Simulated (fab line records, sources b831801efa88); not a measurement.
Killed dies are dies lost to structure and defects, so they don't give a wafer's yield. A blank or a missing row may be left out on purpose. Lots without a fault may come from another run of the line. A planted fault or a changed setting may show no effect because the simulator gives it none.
fab line records | flow sky130
record lots=7 wafers=21 last_day=50
route steps=708 shown LI_CONTACT@374 PAD_OPEN@708
lots that met no fault: from a run of the same line without faults
start_h: hours from the record's first day to the start of the lot's first wafer shown | wait_h: hours since the lot's step before | " the same as in the row above | L1.1+2: a row that stands for several wafers | - no value, or no start given | * or withheld: withheld | < > ~ a bound
route shown NAME@n: a module of which the file shows steps, and the number in the route of the first | usual: mean/standard deviation of fault-free wafers | same: alike in all rows | chamber/n: place in a boat | sites: the reading at each site | _std_site: their standard deviation | _edge_site: outer sites' mean less inner sites' | radius_mm: how far each site lies from the wafer's centre | mask NAME#n: copy n | behind: the tool/chamber that last shaped the wafer | hold: why the lot was held/for how many hours/how that ended | device: the transistor (n, p or np) that didn't switch | end of line: the same wafers' tests at the end of the route | a step without rows: its recipe alone | killed: dies lost to structure and defects at the first sort, not the wafer's yield | map: a wafer's dies, x killed, . not, _ none there
set.NAME: the setting as run; set.NAME@STEP: as run at that earlier step | model.NAME: the simulator's own value behind a step, which no gauge read
lots at some steps of the route; a table a step, a row a wafer
services: from which hour (start_h, from the record's first day; less than 0 if before it) a tool's chamber was out of use, for how many hours, and why
## steps
# step SKY_LI_CONTACT_CD_MEAS_12
# recipe target_cd_nm=170
# usual cd_nm=170.1/1.4
# columns lot.wafer tool chamber start_h wait_h cd_nm
L832.1 cd_sem-01 - 732.07 - 169.4
L832.4 " - " " 169.4
L832.6 " - " " 169.4
L841.1 cd_sem-02 - 788.27 - 169.2
L841.2 " - " " 169.0
L841.4 " - " " 169.5
L844.1 cd_sem-01 - 818.82 - 171.4
L844.2 " - " " 172.3
L844.4 " - " " 170.9
L843.2 cd_sem-01 - 819.05 - 167.7
L843.4 " - " " 169.5
L843.5 " - " " 167.6
L845.1 cd_sem-02 - 820.18 - 170.5
L845.4 " - " " 169.9
L845.5 " - " " 168.6
L846.1 cd_sem-01 - 826.28 - 169.5
L846.3 " - " " 169.4
L846.5 " - " " 168.6
L849.2 cd_sem-01 - 850.30 - 167.6
L849.3 " - " " 168.6
L849.4 " - " " 168.1
# step SKY_LI_CONTACT_OVL_MEAS_13
# usual LI_CONTACT_OVL=4/5.9
# columns lot.wafer tool chamber start_h wait_h LI_CONTACT_OVL[nm]
L832.1 overlay-01 - 732.19 0.1 -1
L832.4 " - " " 4
L832.6 " - " " -1
L841.1 overlay-01 - 788.39 0.1 9
L841.2 " - " " 11
L841.4 " - " " 4
L844.1 overlay-02 - 818.94 0.1 -7
L844.2 " - " " 1
L844.4 " - " " 1
L843.2 overlay-02 - 819.16 0.1 7
L843.4 " - " " 6
L843.5 " - " " 8
L845.1 overlay-02 - 820.30 0.1 8
L845.4 " - " " 15
L845.5 " - " " 7
L846.1 overlay-02 - 826.40 0.1 12
L846.3 " - " " 12
L846.5 " - " " 13
L849.2 overlay-02 - 850.40 0.1 -7
L849.3 " - " " -3
L849.4 " - " " -7
# step SKY_LI_CONTACT_ETCH_14
# recipe chemistry=N2/H2 target=BARC ion_energy_ev=200 source_w=500 bias_w=100 pressure_mtorr=30 n2_flow_sccm=100 h2_flow_sccm=200 stop_on=SiO2 time_s=45.9 target_depth_a=600
# usual bias_w=100.0/0.31 drypump_motor_current_A=6.0/0.38 oes_product_au=0.854/0.005 throttle_valve_pct=13.225/0.009
# same time_s=45.9
# columns lot.wafer tool chamber start_h wait_h bias_w drypump_motor_current_A oes_product_au rf_hours_counter_h throttle_valve_pct
L832.1 rie_diel-03 2 732.22 0.0 99.9 6.2 0.856 7 13.237
L832.4 " 1 " " 100.3 6.7 0.847 7 13.219
L832.6 " 2 " " 99.9 6.2 0.856 - 13.227
L841.1 rie_diel-03 2 788.42 0.0 100.3 6.2 0.861 8 13.216
L841.2 " 1 " " 99.6 6.7 0.857 8 13.231
L841.4 " 0 " " 100.1 6.1 0.857 1 13.214
L844.1 rie_diel-01 2 818.97 0.0 100.1 6.4 0.861 6 13.210
L844.2 " 0 " " 100.1 6.2 0.869 14 13.215
L844.4 " 1 " " 99.7 5.9 0.850 12 13.210
L843.2 rie_diel-04 0 819.19 0.0 99.9 6.1 0.851 7 13.216
L843.4 " 1 " " 100.0 6.2 0.861 1 13.226
L843.5 " 1 " " 100.4 6.2 0.853 - 13.212
L845.1 rie_diel-03 2 820.34 0.0 100.0 6.2 0.852 9 13.210
L845.4 " 0 " " 100.1 6.1 0.861 2 13.228
L845.5 " 2 " " 100.7 6.2 0.860 - 13.218
L846.1 rie_diel-03 3 826.43 0.0 99.9 5.8 0.852 7 13.232
L846.3 " 0 " " 99.5 6.1 0.854 2 13.237
L846.5 " 2 " " 99.6 6.2 0.855 - 13.229
L849.2 rie_diel-01 1 850.43 0.0 99.9 5.9 0.856 13 13.220
L849.3 " 3 " " 100.0 5.2 0.854 14 13.230
L849.4 " 2 " " 99.8 6.4 0.849 7 13.236
# step SKY_LI_CONTACT_ETCH_15
# recipe target=PSG chemistry=C4F8/O2/Ar stop_on=Si taper_deg=4.15 mask_material=KrF-thick source_w=1500 bias_w=1200 pressure_mtorr=40 c4f8_flow_sccm=withheld O2_flow_sccm=6 Ar_flow_sccm=300 time_s=withheld target_depth_a=6000
# usual bias_w=1200/3.6 oes_product_au=0.836/0.0047
# columns lot.wafer tool chamber start_h wait_h bias_w oes_product_au
L832.1 rie_diel-03 2 732.27 0.0 1196 0.833
L832.4 " 1 " " 1202 0.827
L832.6 " 2 " " 1201 0.840
L841.1 rie_diel-03 2 788.47 0.0 1197 0.835
L841.2 " 1 " " 1198 0.831
L841.4 " 0 " " 1203 0.833
L844.1 rie_diel-01 2 819.02 0.0 1195 0.837
L844.2 " 0 " " 1205 0.835
L844.4 " 1 " " 1200 0.838
L843.2 rie_diel-04 0 819.23 0.0 1196 0.831
L843.4 " 1 " " 1199 0.833
L843.5 " 1 " " 1199 0.834
L845.1 rie_diel-03 2 820.38 0.0 1194 0.842
L845.4 " 0 " " 1199 0.838
L845.5 " 2 " " 1196 0.828
L846.1 rie_diel-03 3 826.47 0.0 1205 0.826
L846.3 " 0 " " 1197 0.831
L846.5 " 2 " " 1202 0.840
L849.2 rie_diel-01 1 850.47 0.0 1203 0.835
L849.3 " 3 " " 1205 0.837
L849.4 " 2 " " 1204 0.843
# step SKY_LI_CONTACT_STRIP_16
# recipe chemistry=O2/N2 power_w=1400 pressure_mtorr=1500 platen_temp_c=withheld o2_flow_sccm=3000 n2_flow_sccm=300 overash_fraction=0.5
# usual drypump_motor_current_A=5.81/0.2 oes_product_au=0.375/0.0047 strip_time_to_endpoint_s=3.492/0.026
# columns lot.wafer tool chamber start_h wait_h drypump_motor_current_A oes_product_au rf_hours_counter_h strip_time_to_endpoint_s
L832.1 plasma_asher-04 1 732.35 - 6.14 0.375 99 3.502
L832.4 " 1 " " 6.13 0.379 - 3.483
L832.6 " 0 " " 5.83 0.374 - 3.514
L841.1 plasma_asher-02 1 788.55 - 5.89 0.371 63 3.482
L841.2 " 0 " " 5.61 0.379 63 3.472
L841.4 " 1 " " 5.85 0.377 - 3.505
L844.1 plasma_asher-04 1 819.10 - 6.15 0.371 7 3.499
L844.2 " 0 " " 5.81 0.387 7 3.522
L844.4 " 0 " " 5.79 0.373 - 3.475
L843.2 plasma_asher-03 1 819.32 - 5.73 0.373 37 3.553
L843.4 " 0 " " 5.61 0.377 - 3.515
L843.5 " 1 " " 5.73 0.372 - 3.506
L845.1 plasma_asher-02 1 820.47 - 5.81 0.376 66 3.479
L845.4 " 1 " " 5.84 0.366 - 3.472
L845.5 " 1 " " 5.86 0.377 - 3.475
L846.1 plasma_asher-04 0 826.56 - 5.84 0.369 8 3.465
L846.3 " 0 " " 5.83 0.381 - 3.491
L846.5 " 1 " " 6.13 0.373 - 3.508
L849.2 plasma_asher-04 1 850.56 - 6.14 0.367 10 3.477
L849.3 " 1 " " 6.14 0.376 - 3.504
L849.4 " 0 " " 5.82 0.369 - 3.482
# step SKY_LI_CONTACT_CLEAN_17
# recipe chemistry=NMP time_s=600 temp_c=60 dry=n2_spin
# step SKY_LI_CONTACT_PRE_CLEAN_18
# recipe gas=Ar time_s=5.6 bias_v=358
# step SKY_LI_CONTACT_SPUTTER_19
# recipe material=Ti target_thk_nm=20 chamber_pressure_pa=5 power_w=2500 substrate_temp_c=200 time_s=106.37
# step SKY_LI_CONTACT_SPUTTER_20
# recipe material=TiN target_thk_nm=20 chamber_pressure_pa=5 power_w=4000 time_s=80
# usual throttle_valve_pct=30.0/1.1
# same time_s=80
# columns lot.wafer tool chamber start_h wait_h throttle_valve_pct
L832.1 pvd_sputter-02 - 732.90 0.0 31.8
L832.4 " - " " 29.6
L832.6 " - " " 31.9
L841.1 pvd_sputter-01 - 788.92 0.0 30.4
L841.2 " - " " 28.3
L841.4 " - " " 30.2
L844.1 pvd_sputter-01 - 819.49 0.0 27.9
L844.2 " - " " 30.4
L844.4 " - " " 30.1
L843.2 pvd_sputter-04 - 819.69 0.0 28.9
L843.4 " - " " 30.8
L843.5 " - " " 28.9
L845.1 pvd_sputter-02 - 820.84 0.0 29.3
L845.4 " - " " 31.9
L845.5 " - " " 28.3
L846.1 pvd_sputter-01 - 826.95 0.0 30.2
L846.3 " - " " 30.4
L846.5 " - " " 30.7
L849.2 pvd_sputter-04 - 850.93 0.0 31.0
L849.3 " - " " 28.8
L849.4 " - " " 30.9
# step SKY_LI_CONTACT_CVD_21
# recipe material=W target_thk_nm=400 time_s=120.56 temp_c=400 pressure_torr=40
# usual heater_power_w=936/120 susceptor_temp_C=399.93/0.19
# same time_s=120.56
# columns lot.wafer tool chamber start_h wait_h heater_power_w susceptor_temp_C
L832.1 cvd_w-02 1 732.96 0.0 923 399.74
L832.4 " 0 " " 1117 399.96
L832.6 " 0 " " 1110 399.86
L841.1 cvd_w-02 1 788.98 0.0 890 400.16
L841.2 " 0 " " 1126 400.03
L841.4 " 1 " " 900 399.82
L844.1 cvd_w-02 1 819.55 0.0 920 399.86
L844.2 " 0 " " 1092 400.08
L844.4 " 1 " " 906 399.61
L843.2 cvd_w-01 1 819.75 0.0 838 399.95
L843.4 " 1 " " 840 399.94
L843.5 " 1 " " 841 399.83
L845.1 cvd_w-02 0 820.90 0.0 1097 400.06
L845.4 " 0 " " 1089 399.99
L845.5 " 1 " " 873 400.09
L846.1 cvd_w-02 0 827.01 0.0 1122 400.25
L846.3 " 0 " " 1114 399.90
L846.5 " 0 " " 1100 400.19
L849.2 cvd_w-02 1 850.99 0.0 921 399.80
L849.3 " 0 " " 1091 399.54
L849.4 " 1 " " 915 399.72
# step SKY_LI_CONTACT_RS_MEAS_22
# recipe thk_meas_gauge=four-point-probe reads=W_of_LI_CONTACT_CVD_21+TiN_of_LI_CONTACT_SPUTTER_20+Ti_of_LI_CONTACT_SPUTTER_19
# usual LI_CONTACT_W_RS=0.285/0.0039
# columns lot.wafer tool chamber start_h wait_h LI_CONTACT_W_RS[ohm/sq]
L832.1 film_metro-01 - 733.08 0.1 0.284
L832.4 " - " " 0.288
L832.6 " - " " 0.287
L841.1 film_metro-01 - 789.11 0.1 0.282
L841.2 " - " " 0.285
L841.4 " - " " 0.279
L844.1 film_metro-02 - 819.68 0.1 0.284
L844.2 " - " " 0.285
L844.4 " - " " 0.281
L843.2 film_metro-02 - 819.89 0.1 0.288
L843.4 " - " " 0.288
L843.5 " - " " 0.288
L845.1 film_metro-02 - 821.02 0.1 0.287
L845.4 " - " " 0.285
L845.5 " - " " 0.283
L846.1 film_metro-04 - 827.13 0.1 0.290
L846.3 " - " " 0.288
L846.5 " - " " 0.292
L849.2 film_metro-04 - 851.14 0.1 0.284
L849.3 " - " " 0.293
L849.4 " - " " 0.284
# step SKY_LI_CONTACT_THK_MEAS_23
# recipe thk_meas_gauge=xrf reads=W_of_LI_CONTACT_CVD_21
# usual LI_CONTACT_W_THK=398/6.5
# columns lot.wafer tool chamber start_h wait_h LI_CONTACT_W_THK[nm]
L832.1 film_metro-01 - 733.20 0.1 400
L832.4 " - " " 389
L832.6 " - " " 393
L841.1 film_metro-01 - 789.23 0.1 403
L841.2 " - " " 398
L841.4 " - " " 406
L844.1 film_metro-02 - 819.80 0.1 403
L844.2 " - " " 400
L844.4 " - " " 406
L843.2 film_metro-02 - 820.00 0.1 394
L843.4 " - " " 396
L843.5 " - " " 397
L845.1 film_metro-02 - 821.14 0.1 395
L845.4 " - " " 399
L845.5 " - " " 404
L846.1 film_metro-04 - 827.25 0.1 394
L846.3 " - " " 397
L846.5 " - " " 389
L849.2 film_metro-04 - 851.25 0.1 405
L849.3 " - " " 395
L849.4 " - " " 407
# step SKY_LI_CONTACT_CMP_24
# recipe stop_on=PSG t_overpolish_s=20 down_force_psi=3.5 platen_rpm=60 target_thk_nm=0 pad_velocity_m_s=0.94248
# usual edge_zone_pressure_frac=1.000/0.0051 head_pressure_psi=3.500/0.0082 motor_current_A=11.2/0.92 overpolish_run_s=20.000/0.0087 time_to_endpoint_s=97/3.6
# columns lot.wafer tool chamber start_h wait_h edge_zone_pressure_frac head_pressure_psi motor_current_A overpolish_run_s time_to_endpoint_s model.W_of_LI_CONTACT_CVD_21.thk_nm model.PSG_of_LI_CONTACT_HDPCVD_00.thk_nm
L832.1 cmp-01 0 733.26 0.1 1.005 3.499 10.4 20.001 95 0 587.9
L832.4 " 1 " " 1.002 3.496 13.1 19.980 95 0 586
L832.6 " 0 " " 1.000 3.502 10.2 20.000 92 0 587.4
L841.1 cmp-02 0 789.40 0.2 0.992 3.515 12.0 20.008 97 0 588.3
L841.4 " 1 " " 1.006 3.495 11.0 20.008 102 0 587.9
L841.2 " 2 " " 0.982 3.500 10.1 20.001 98 0 588.3
L844.2 cmp-02 1 819.86 0.0 - - - - - 400.2 591.8
L844.4 " 2 " " - - - - - 404.4 591.5
L844.1 " 3 " " - - - - - 401.7 592.7
L843.4 cmp-01 3 820.13 0.1 - - - - - 396.6 590.1
L843.2 " 1 " " - - - - - 395.1 591.7
L843.5 " 0 " " - - - - - 395.9 590.9
L845.1 cmp-01 0 821.20 0.1 - - - - - 396.7 593.6
L845.4 " 3 " " - - - - - 399.4 593.6
L845.5 " 1 " " - - - - - 401.9 593.8
L846.3 cmp-01 3 827.31 0.0 0.998 3.516 10.8 20.007 88 0 588.4
L846.1 " 1 " " 0.999 3.497 12.8 19.998 90 0 588
L846.5 " 3 " " 0.987 3.505 11.6 20.003 88 0 587.8
L849.4 cmp-02 0 851.30 0.0 0.995 3.511 11.0 19.990 92 0 587.5
L849.2 " 2 " " 1.001 3.503 10.0 20.006 97 0 587.2
L849.3 " 3 " " 1.004 3.494 10.8 19.989 87 0 587.7
# step SKY_PAD_OPEN_PROBE_99
# usual killed_at_M0_to_M3=44/7.3 killed_at_M4_up=3.4/1.7 killed_at_contacts=24/5.3 killed_at_front_end=15/4.1 killed_at_other=0.4/0.68 killed_dies=87/9.5 killed_on_rim=17/3.8 killed_open=48/7.1 killed_short=39/5.8
# same gross_dies=492 killed_at_back_side=0
# columns lot.wafer tool chamber start_h wait_h killed_at_M0_to_M3 killed_at_M4_up killed_at_contacts killed_at_front_end killed_at_other killed_dies killed_on_rim killed_open killed_short
L844.1 prober-02 - 1175.84 0.1 47 5 429 11 0 492 96 45 39
L844.2 prober-02 - 1175.89 0.1 51 8 415 17 1 492 96 41 50
L844.4 prober-02 - 1175.99 0.2 42 2 431 14 3 492 96 54 31
L845.1 prober-01 - 1176.64 0.1 58 3 412 19 0 492 96 71 32
L845.4 prober-01 - 1176.79 0.2 57 3 414 18 0 492 96 54 43
L845.5 prober-01 - 1176.84 0.2 51 3 429 9 0 492 96 43 44
L843.2 prober-02 - 1177.39 0.1 60 5 415 12 0 492 96 53 47
L843.4 prober-02 - 1177.49 0.2 61 6 413 12 0 492 96 54 38
L843.5 prober-02 - 1177.54 0.2 34 3 442 13 0 492 96 42 28
L846.1 prober-01 - 1182.65 0.1 40 2 20 12 0 74 13 39 34
L846.3 prober-01 - 1182.75 0.2 46 5 24 11 0 86 16 54 31
L846.5 prober-01 - 1182.85 0.2 52 4 15 12 0 83 17 52 31
L849.2 prober-02 - 1197.35 0.1 46 4 32 19 0 101 23 56 45
L849.3 prober-02 - 1197.40 0.2 33 2 29 6 1 71 10 41 30
L849.4 prober-02 - 1197.45 0.2 36 5 26 15 0 82 14 47 35
# killed by level:class
L844.1 LI_CONTACT:area_cmp=408 VIA2:geometric_particle:open=12 LI_CONTACT:geometric_particle:open=8 CONTACT:geometric_particle:open=6 VIA1:geometric_particle:open=6 METAL2:geometric_particle:short=5 VIA2:geometric_particle:short=5 FIELD_ISO:geometric_particle:short=4
L844.2 LI_CONTACT:area_cmp=400 METAL2:geometric_particle:short=13 VIA3:geometric_particle:open=7 VIA1:geometric_particle:open=7 METAL4:geometric_particle:short=7 FIELD_ISO:geometric_particle:short=6 LI_CONTACT:geometric_particle:open=6 FIELD_ISO:geometric_particle:open=5
L844.4 LI_CONTACT:area_cmp=406 VIA1:geometric_particle:open=18 LI_CONTACT:geometric_particle:open=11 CONTACT:geometric_particle:open=7 FIELD_ISO:geometric_particle:open=5 CONTACT:geometric_particle:short=5 VIA1:geometric_particle:short=5 VIA2:geometric_particle:open=5
L845.1 LI_CONTACT:area_cmp=389 VIA1:geometric_particle:open=17 CONTACT:geometric_particle:open=13 VIA2:geometric_particle:open=10 VIA3:geometric_particle:open=9 LI_CONTACT:geometric_particle:open=6 METAL1:geometric_particle:short=5 FIELD_ISO:geometric_particle:open=4
L845.4 LI_CONTACT:area_cmp=395 VIA1:geometric_particle:open=13 METAL1:geometric_particle:short=9 VIA2:geometric_particle:open=7 LI_CONTACT:geometric_particle:open=6 CONTACT:geometric_particle:open=6 METAL3:geometric_particle:short=6 POLY_GATE:geometric_particle:open=5
L845.5 LI_CONTACT:area_cmp=405 VIA1:geometric_particle:open=11 METAL1:geometric_particle:short=10 LI_CONTACT:geometric_particle:open=8 CONTACT:geometric_particle:open=8 VIA1:geometric_particle:short=7 POLY_GATE:geometric_particle:short=5 VIA2:geometric_particle:open=5
L843.2 LI_CONTACT:area_cmp=392 VIA1:geometric_particle:open=14 VIA3:geometric_particle:open=9 CONTACT:geometric_particle:open=8 METAL1:geometric_particle:short=7 VIA1:geometric_particle:short=7 VIA2:geometric_particle:open=7 METAL2:geometric_particle:short=6
L843.4 LI_CONTACT:area_cmp=399 VIA1:geometric_particle:open=14 VIA3:geometric_particle:open=8 METAL1:geometric_particle:short=7 VIA2:geometric_particle:open=7 CONTACT:geometric_particle:open=5 VIA1:geometric_particle:short=5 METAL3:geometric_particle:short=5
L843.5 LI_CONTACT:area_cmp=422 LI_CONTACT:geometric_particle:open=9 VIA1:geometric_particle:open=7 METAL1:geometric_particle:short=6 CONTACT:geometric_particle:open=5 VIA2:geometric_particle:open=4 FIELD_ISO:geometric_particle:open=3 POLY_GATE:geometric_particle:short=3
L846.1 VIA2:geometric_particle:open=8 VIA1:geometric_particle:short=8 VIA3:geometric_particle:open=8 CONTACT:geometric_particle:open=7 LOCAL_INTERCONNECT:geometric_particle:short=5 VIA1:geometric_particle:open=5 FIELD_ISO:geometric_particle:short=4 METAL1:geometric_particle:short=4
L846.3 VIA1:geometric_particle:open=14 VIA2:geometric_particle:open=10 LI_CONTACT:geometric_particle:open=9 CONTACT:geometric_particle:open=8 FIELD_ISO:geometric_particle:short=4 VIA3:geometric_particle:short=4 POLY_GATE:geometric_particle:short=3 LOCAL_INTERCONNECT:geometric_particle:short=3
L846.5 VIA3:geometric_particle:open=14 VIA2:geometric_particle:open=9 VIA1:geometric_particle:open=8 METAL1:geometric_particle:short=7 FIELD_ISO:geometric_particle:open=6 LI_CONTACT:geometric_particle:open=5 LI_CONTACT:geometric_particle:short=3 VIA2:geometric_particle:short=3
L849.2 VIA1:geometric_particle:open=11 CONTACT:geometric_particle:open=8 VIA2:geometric_particle:open=8 LOCAL_INTERCONNECT:geometric_particle:short=7 CONTACT:geometric_particle:short=7 VIA3:geometric_particle:open=7 LI_CONTACT:geometric_particle:open=6 FIELD_ISO:geometric_particle:open=5
L849.3 VIA1:geometric_particle:open=15 CONTACT:geometric_particle:open=8 LI_CONTACT:geometric_particle:open=7 LI_CONTACT:geometric_particle:short=5 LOCAL_INTERCONNECT:geometric_particle:short=5 VIA1:geometric_particle:short=5 METAL2:geometric_particle:short=3 VIA3:geometric_particle:open=3
L849.4 CONTACT:geometric_particle:open=11 VIA1:geometric_particle:open=10 CONTACT:geometric_particle:short=7 METAL1:geometric_particle:short=7 VIA3:geometric_particle:open=5 POLY_GATE:geometric_particle:open=4 VIA1:geometric_particle:short=4 METAL2:geometric_particle:short=4
# map L843.2 (x killed, . not)
__________xxxxxxxxxx_________
________xxxxxxxxxxxxxx_______
______xxxxxxxxxxxxxxxxxx_____
_____xxxxxxxxxxxxxxxxxxxx____
____xxxxxxxxxxxxxxxxxxxxxx___
___xxxxxxxxxxxxxxxxxxxxxxxx__
__xxxxxxxxxxxxxxxxxxxxxxxxxx_
_xxxxxxxxxxxxxxxxxxxxxxxxxxxx
_xxxxxxxxxxxxxxxxxxxxxxxxxxxx
_xxxxxxxxxxxxxxxxxxxxxxxxxxxx
_xxxxxxxxxxxxxxxxxxxxxxxxxxxx
_xxxxxxxxxxxxxxxxxxxxxxxxxxxx
_xxxxxxxxxxxxxxxxxxxxxxxxxxxx
_xxxxxxxxxxxxxxxxxxxxxxxxxxxx
_xxxxxxxxxxxxxxxxxxxxxxxxxxxx
__xxxxxxxxxxxxxxxxxxxxxxxxxx_
___xxxxxxxxxxxxxxxxxxxxxxxx__
____xxxxxxxxxxxxxxxxxxxxxx___
_____xxxxxxxxxxxxxxxxxxxx____
______xxxxxxxxxxxxxxxxxx_____
________xxxxxxxxxxxxxx_______
__________xxxxxxxxxx_________
# map L844.1 (x killed, . not)
__________xxxxxxxxxx_________
________xxxxxxxxxxxxxx_______
______xxxxxxxxxxxxxxxxxx_____
_____xxxxxxxxxxxxxxxxxxxx____
____xxxxxxxxxxxxxxxxxxxxxx___
___xxxxxxxxxxxxxxxxxxxxxxxx__
__xxxxxxxxxxxxxxxxxxxxxxxxxx_
_xxxxxxxxxxxxxxxxxxxxxxxxxxxx
_xxxxxxxxxxxxxxxxxxxxxxxxxxxx
_xxxxxxxxxxxxxxxxxxxxxxxxxxxx
_xxxxxxxxxxxxxxxxxxxxxxxxxxxx
_xxxxxxxxxxxxxxxxxxxxxxxxxxxx
_xxxxxxxxxxxxxxxxxxxxxxxxxxxx
_xxxxxxxxxxxxxxxxxxxxxxxxxxxx
_xxxxxxxxxxxxxxxxxxxxxxxxxxxx
__xxxxxxxxxxxxxxxxxxxxxxxxxx_
___xxxxxxxxxxxxxxxxxxxxxxxx__
____xxxxxxxxxxxxxxxxxxxxxx___
_____xxxxxxxxxxxxxxxxxxxx____
______xxxxxxxxxxxxxxxxxx_____
________xxxxxxxxxxxxxx_______
__________xxxxxxxxxx_________
## services
# columns tool chamber start_h hours kind
rie_diel-04 2 711.96 7.8 repair
plasma_asher-02 - 720.21 6.1 repair
pvd_sputter-04 - 727.77 5.1 repair
rie_diel-04 1 728.36 2.5 repair
plasma_asher-04 - 733.75 9.0 pm
rie_diel-03 - 740.08 1.4 repair
cmp-02 - 744.17 4.0 pm
rie_diel-03 0 745.44 - clean
rie_diel-03 0 745.44 18.1 scheduled_down
rie_diel-03 0 745.44 18.1 vent_cycle
rie_diel-04 - 750.36 2.6 repair
pvd_sputter-04 - 751.60 6.8 repair
plasma_asher-04 - 755.77 4.2 repair
rie_diel-03 3 756.81 3.0 repair
rie_diel-03 2 763.08 3.7 repair
rie_diel-04 1 769.57 3.0 repair
rie_diel-04 - 774.87 42.9 repair
rie_diel-04 - 779.93 0.6 repair
cmp-01 - 797.76 6.6 pm
rie_diel-01 - 803.45 8.2 repair
pvd_sputter-04 - 813.47 4.0 repair
cmp-02 - 821.63 5.8 pm
plasma_asher-02 - 846.21 5.5 repair
plasma_asher-04 - 847.00 1.6 repair
## key
first_sign step=SKY_LI_CONTACT_CMP_24 reading=tool_record direction=missing
effect step=SKY_PAD_OPEN_PROBE_99 reading=killed_at_contacts direction=up sigmas=75 usual=24 struck=422
model_effect step=SKY_LI_CONTACT_CMP_24 value=W_of_LI_CONTACT_CVD_21.thk_nm without=0 struck=399.1
more_kills_born_at SKY_LI_CONTACT_CMP_24@cmp-01=2393 SKY_LI_CONTACT_CMP_24@cmp-02=1211
met_at SKY_LI_CONTACT_CMP_24
struck_wafers L843.2,L843.4,L843.5,L844.1,L844.2,L844.4,L845.1,L845.4,L845.5
later_rows_left_out L843.2,L843.4,L843.5,L844.1,L844.2,L844.4,L845.1,L845.4,L845.5
tester_left_out L843,L844,L845
onset_between 789.40 819.86
fault kind=skipped_step_whole tool=cmp-01,cmp-02 chamber=- onset_h=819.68 steps=SKY_LI_CONTACT_CMP_24 scope=struck_lots_only
# tester_left_out: of these lots the tester's yield and bins aren't shown, on N5 and GAA mostly nor the transistor test; their killed dies are dies lost to structure and defects alone, not to doping, threshold or leakage, so they don't give the yield
# later_rows_left_out: the simulator's readings of these wafers behind a module that went badly wrong aren't trusted and aren't shown, but for the sort
